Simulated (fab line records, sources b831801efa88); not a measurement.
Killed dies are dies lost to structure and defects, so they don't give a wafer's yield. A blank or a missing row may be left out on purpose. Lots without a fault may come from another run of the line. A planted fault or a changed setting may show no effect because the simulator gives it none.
A struck lot beside a sound one | flow sky130 | 14 steps out of a route of 708
Sound: wafers L365.1, L365.3, L365.4. Struck: wafers L375.2, L375.5, L375.6. The cause comes at the end.
At each step with rows: each side's tool, then ch and its chambers, then its first start. Under that, the readings that differ: sound wafers | struck wafers | difference of the means | sigmas: that difference in standard deviations of wafers without a fault.
alike: readings whose means differ by less than 2 such deviations, and words and numbers that are the same on both sides. not compared: withheld readings, readings that some wafer has no value for, bounds like >300 that may hide the same value, and numbers for which the record gives no deviation and whose values overlap.
The two part at a step that has a row with sigmas, a row that says differs or no value, or rows on one side only. Numbers that don't overlap but have no deviation are shown without sigmas and don't part them. A reading that every wafer of one side lacks parts them only if that side has two wafers or more.

SKY_NWELL_RS_MEAS_29: measures by four-point-probe.
  sound on film_metro-01, day 6 23:01; struck on film_metro-02, day 10 06:14
  alike: NWELL_RS
SKY_NWELL_RS_MEAS_31: measures by four-point-probe.
  sound on film_metro-01, day 6 23:16; struck on film_metro-02, day 10 06:28
  alike: PWDE_RS
then, 7 steps without rows for these wafers: SKY_VT_ADJUST_HVTP_DEHYDRATE_00 (time 60 s); SKY_VT_ADJUST_HVTP_HMDS_01 (prime time 60 s); SKY_VT_ADJUST_HVTP_COAT_02 (resist thk 1140 nm); SKY_VT_ADJUST_HVTP_SOFTBAKE_03 (time 60 s); SKY_VT_ADJUST_HVTP_EXPOSE_04 (exposes mask HVTPM, target cd 380 nm); SKY_VT_ADJUST_HVTP_PEB_05; SKY_VT_ADJUST_HVTP_DEVELOP_06 (develop time 60 s).
SKY_VT_ADJUST_HVTP_CD_MEAS_07: target cd 380 nm.
  sound on cd_sem-02, day 7 18:39; struck on cd_sem-02, day 11 04:49
  alike: cd_nm
SKY_VT_ADJUST_HVTP_OVL_MEAS_08:
  sound on overlay-02, day 7 18:46; struck on overlay-02, day 11 04:56
  alike: VT_ADJUST_HVTP_OVL
SKY_VT_ADJUST_HVTP_IMPLANT_09:
  sound on implanter-02 ch 0, day 7 18:49; struck on implanter-01 ch 0, day 11 04:59
  reading                   | sound                | struck               | difference | sigmas
  beam_energy_keV           | 149.98 149.95 149.95 | 155.40 155.51 155.46 | +5.50      | +99 or more
  model.implant.rp_nm (nm)  | 83.98 83.98 83.98    | 84.73 84.73 84.73    | +0.75      |
  model.implant.drp_nm (nm) | 33.4 33.4 33.4       | 34.41 34.41 34.41    | +1.01      |
SKY_VT_ADJUST_HVTP_STRIP_10: strips in O2/N2.
  sound on plasma_asher-03 ch 0,1, day 7 18:58; struck on plasma_asher-03 ch 0,1, day 11 05:07
  alike: drypump_motor_current_A, oes_product_au, strip_time_to_endpoint_s
  not compared: rf_hours_counter_h
then, 1 step without rows for these wafers: SKY_PAD_OPEN_PROBE_99.

WHERE THEY PART
Only at SKY_VT_ADJUST_HVTP_IMPLANT_09, within this record. Later steps at which nothing parts them and some readings are alike: SKY_VT_ADJUST_HVTP_STRIP_10.

WHY: what the simulator had put in
Process parameter drift: implanter-01, from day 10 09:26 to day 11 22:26, at SKY_VT_ADJUST_HVTP_IMPLANT_09. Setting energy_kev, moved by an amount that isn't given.
